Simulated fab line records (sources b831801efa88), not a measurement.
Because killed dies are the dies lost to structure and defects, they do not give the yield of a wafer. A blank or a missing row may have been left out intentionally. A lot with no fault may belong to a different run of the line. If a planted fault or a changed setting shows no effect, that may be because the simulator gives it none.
Comparing a struck lot with a sound one + flow sky130 + 44 out of 708 route steps
Sound: these wafers, L227.1, L227.2, L227.6. Struck: wafers L230.1, L230.2, L230.5. At the end, the cause is stated.
At each step with rows: each side's tool, then ch and its chambers, then its first start. Under that, the readings that differ: sound wafers + struck wafers + difference of the means + sigmas: that difference in standard deviations of wafers without a fault.
alike: readings whose means differ by less than 2 such deviations, and words and numbers that are the same on both sides. not compared: withheld readings, readings that some wafer has no value for, bounds like >300 that may hide the same value, and numbers for which the record gives no deviation and whose values overlap.
Wherever a step has rows on one side only, a row that says differs or no value, or a row with sigmas, the two part there. Numbers that have no deviation but don't overlap get no sigmas and don't part them. Lack of a reading on every wafer of one side parts them only where that side has two or more wafers.

first, 3 steps without rows for these wafers: SKY_FIELD_ISO_CLEAN_20 (cleans in dHF, time 20 s); SKY_FIELD_ISO_WET_ETCH_21 (etches SiO2 in dHF, target depth 20 nm, time 400 s); SKY_FIELD_ISO_OXIDATION_22 (stabilise 600 s, purge 300 s, target thk 10 nm).
SKY_FIELD_ISO_THK_MEAS_23:
  sound on film_metro-01 at day 3 00:17; struck on film_metro-02 at day 3 19:26
  alike: FIELD_ISO_OXIDATION_01_THK
then, 1 step without rows for these wafers: SKY_FIELD_ISO_CVD_24 (deposits SiO2, target thk 595 nm, time 99.2 s).
SKY_FIELD_ISO_THK_MEAS_25:
  sound on film_metro-01 at day 3 00:29; struck on film_metro-04 at day 3 19:34
| reading                   | sound       | struck      | difference | sigmas |
|---------------------------|-------------|-------------|------------|--------|
| FIELD_ISO_CVD_24_THK (nm) | 596 591 596 | 609 613 599 | +13        | +2     |
then, 1 step without rows for these wafers: SKY_FIELD_ISO_ANNEAL_26 (time 1800 s).
SKY_FIELD_ISO_CMP_27: polishes, stops on Si3N4, t overpolish 16 s, target thk 457.8 nm.
  sound on cmp-01 ch 2,3, day 3 05:22; struck on cmp-02 ch 0,2, day 3 23:28
  alike: motor_current_A, overpolish_run_s, time_to_endpoint_s
then, 4 steps without rows for these wafers: SKY_FIELD_ISO_WET_ETCH_28 (etches SiO2 in dHF, target depth 23.7 nm, time 47 s); SKY_FIELD_ISO_WET_ETCH_29 (etches Si3N4 in H3PO4, target depth 160 nm, time 1825 s); SKY_FIELD_ISO_WET_ETCH_30 (etches SiO2 in dHF, target depth 25 nm, time 48.96 s); SKY_NWELL_CLEAN_00 (cleans in SC1/SC2, time 150 s).
SKY_NWELL_OXIDATION_01: stabilise 600 s, purge 300 s, target thk 10 nm.
  sound on furnace-02 ch 0, day 3 06:56; struck on furnace-01 ch 0, day 4 02:09
| reading                                      | sound                | struck               | difference | sigmas      |
|----------------------------------------------|----------------------|----------------------|------------|-------------|
| spike_tc_bottom_C (C)                        | 919.0 917.9 917.3    | 932.1 931.4 931.6    | +13.6      | +6          |
| spike_tc_centre_C (C)                        | 900.7 900.1 900.9    | 919.7 918.6 918.3    | +18.3      | +18         |
| spike_tc_lower_C (C)                         | 899.8 900.3 899.5    | 918.4 917.8 917.8    | +18.1      | +16         |
| spike_tc_top_C (C)                           | 908.5 906.7 907.7    | 932.0 931.5 931.1    | +23.9      | +9          |
| spike_tc_upper_C (C)                         | 897.9 900.1 899.0    | 915.4 914.6 914.3    | +15.8      | +14         |
| tube_center_temp_C (C)                       | 899.96 900.07 899.93 | 917.86 917.79 918.04 | +17.91     | +99 or more |
| tube_center_temp_C_max                       | 901.9 901.7 902.5    | 920.8 919.7 920.3    | +18.2      | +46         |
| zone_power_bottom_pct (%)                    | 25.9 25.8 25.8       | 27.8 28.4 28.0       | +2.2       | +5          |
| model.SiO2_of_NWELL_OXIDATION_01.thk_nm (nm) | 10.19 10.11 10.12    | 12.01 12.02 12.02    | +1.88      |             |
SKY_NWELL_THK_MEAS_02:
  sound on film_metro-01 at day 3 08:20; struck on film_metro-01 at day 4 03:33
| reading                  | sound             | struck            | difference | sigmas |
|--------------------------|-------------------|-------------------|------------|--------|
| NWELL_OXIDATION_THK (nm) | 10.19 10.09 10.15 | 12.03 12.01 12.06 | +1.89      | +13    |
then, 8 steps without rows for these wafers: SKY_DNWELL_DEHYDRATE_00 (time 60 s); SKY_DNWELL_HMDS_01 (prime time 60 s); SKY_DNWELL_COAT_02 (resist thk 3000 nm); SKY_DNWELL_SOFTBAKE_03; SKY_DNWELL_EXPOSE_04 (exposes mask DNM, target cd 3000 nm); SKY_DNWELL_PEB_05; SKY_DNWELL_DEVELOP_06 (develop time 60 s); SKY_DNWELL_IMPLANT_07.
SKY_DNWELL_STRIP_08: strips in O2/N2.
  sound on plasma_asher-03 ch 0,1, day 4 00:52; struck on plasma_asher-03 ch 0,1, day 4 21:05
  alike: drypump_motor_current_A, oes_product_au, strip_time_to_endpoint_s
  not compared: rf_hours_counter_h
SKY_DNWELL_TW_MEAS_09:
  sound on film_metro-01 at day 4 00:58; struck on film_metro-02 at day 4 21:11
  alike: DNWELL_TW
then, 7 steps without rows for these wafers: SKY_PWDE_DEHYDRATE_00 (time 60 s); SKY_PWDE_HMDS_01 (prime time 60 s); SKY_PWDE_COAT_02 (resist thk 3000 nm); SKY_PWDE_SOFTBAKE_03; SKY_PWDE_EXPOSE_04 (exposes mask PWDEM, target cd 840 nm); SKY_PWDE_PEB_05; SKY_PWDE_DEVELOP_06 (develop time 58.2 s).
SKY_PWDE_OVL_MEAS_07:
  sound on overlay-02 at day 4 17:48; struck on overlay-02 at day 5 14:36
  alike: PWDE_OVL
then, 1 step without rows for these wafers: SKY_PWDE_IMPLANT_08.
SKY_PWDE_STRIP_09: strips in O2/N2.
  sound on plasma_asher-03 ch 0,1, day 4 17:59; struck on plasma_asher-04 ch 0,1, day 5 14:47
  alike: drypump_motor_current_A, oes_product_au, strip_time_to_endpoint_s
  not compared: rf_hours_counter_h
SKY_PWDE_TW_MEAS_10:
  sound on film_metro-02 at day 4 18:05; struck on film_metro-01 at day 5 14:53
| reading | sound       | struck      | difference | sigmas |
|---------|-------------|-------------|------------|--------|
| PWDE_TW | 377 375 375 | 369 368 369 | -7         | -2     |
then, 7 steps without rows for these wafers: SKY_NWELL_DEHYDRATE_03 (time 60 s); SKY_NWELL_HMDS_04 (prime time 60 s); SKY_NWELL_COAT_05 (resist thk 3000 nm); SKY_NWELL_SOFTBAKE_06; SKY_NWELL_EXPOSE_07 (exposes mask NWM, target cd 840 nm); SKY_NWELL_PEB_08; SKY_NWELL_DEVELOP_09 (develop time 60 s).
-- the record jumps here: 10 days lie between the struck wafers' starts before and after (it left off in module NWELL and takes up again in module SONOS_ONO, whose first step shown is number 183 of the route) --
SKY_SONOS_ONO_ETCH_15: etches the open film in CHF3/O2, target depth 19.52 nm, time 7.8 s.
  sound on rie_diel-01 ch 0,1,3, day 13 19:52; struck on rie_diel-03 ch 1,2, day 15 03:07
| reading                                      | sound            | struck            | difference | sigmas |
|----------------------------------------------|------------------|-------------------|------------|--------|
| model.SiO2_of_NWELL_OXIDATION_01.thk_nm (nm) | 5.61 5.718 5.596 | 7.486 7.517 7.478 | +1.852     |        |
  alike: chf3_flow_sccm, drypump_motor_current_A, oes_product_au, rf_fwd_power_W, throttle_valve_pct
  not compared: rf_hours_counter_h
-- here the record skips 33 days between the struck wafers' starts before and after, leaving off in module SONOS_ONO and picking up in module PAD_OPEN (first step shown: number 708 of the route) --
SKY_PAD_OPEN_PROBE_99:
  sound on prober-02 at day 46 18:56; struck on prober-01 at day 47 18:14
| reading                                  | sound                   | struck                  | difference | sigmas |
|------------------------------------------|-------------------------|-------------------------|------------|--------|
| model.etest.pfet_01v8_mvt.vt_sat_v (V)   | -0.5736 -0.5816 -0.571  | -0.5998 -0.5924 -0.5897 | -0.0186    |        |
| model.etest.pfet_01v8_mvt.vt_v (V)       | -0.6602 -0.669 -0.6611  | -0.6796 -0.6776 -0.6737 | -0.0135    |        |
| model.etest.pfet_01v8_mvt.vt_long_v (V)  | -0.8626 -0.8688 -0.8662 | -0.8826 -0.881 -0.88    | -0.0153    |        |
| model.etest.pfet_16v.vt_v (V)            | -1.103 -1.105 -1.099    | -1.124 -1.116 -1.12     | -0.018     |        |
| model.etest.pfet_g5v0d10v5.vt_long_v (V) | -0.9312 -0.9331 -0.9319 | -0.95 -0.9485 -0.9474   | -0.02      |        |
| model.etest.pfet_01v8.vt_long_v (V)      | -1.053 -1.056 -1.054    | -1.066 -1.064 -1.061    | -0.009     |        |
  alike: killed_at_M0_to_M3, killed_at_M4_up, killed_at_contacts, killed_at_front_end, killed_at_other, killed_dies, killed_open, killed_short

## WHERE THEY PART
At SKY_FIELD_ISO_THK_MEAS_25 first; at SKY_PWDE_TW_MEAS_10 last (within this record only). Later steps at which nothing parts them and some readings are alike: SKY_SONOS_ONO_ETCH_15, SKY_PAD_OPEN_PROBE_99.

WHY: what the simulator had put in
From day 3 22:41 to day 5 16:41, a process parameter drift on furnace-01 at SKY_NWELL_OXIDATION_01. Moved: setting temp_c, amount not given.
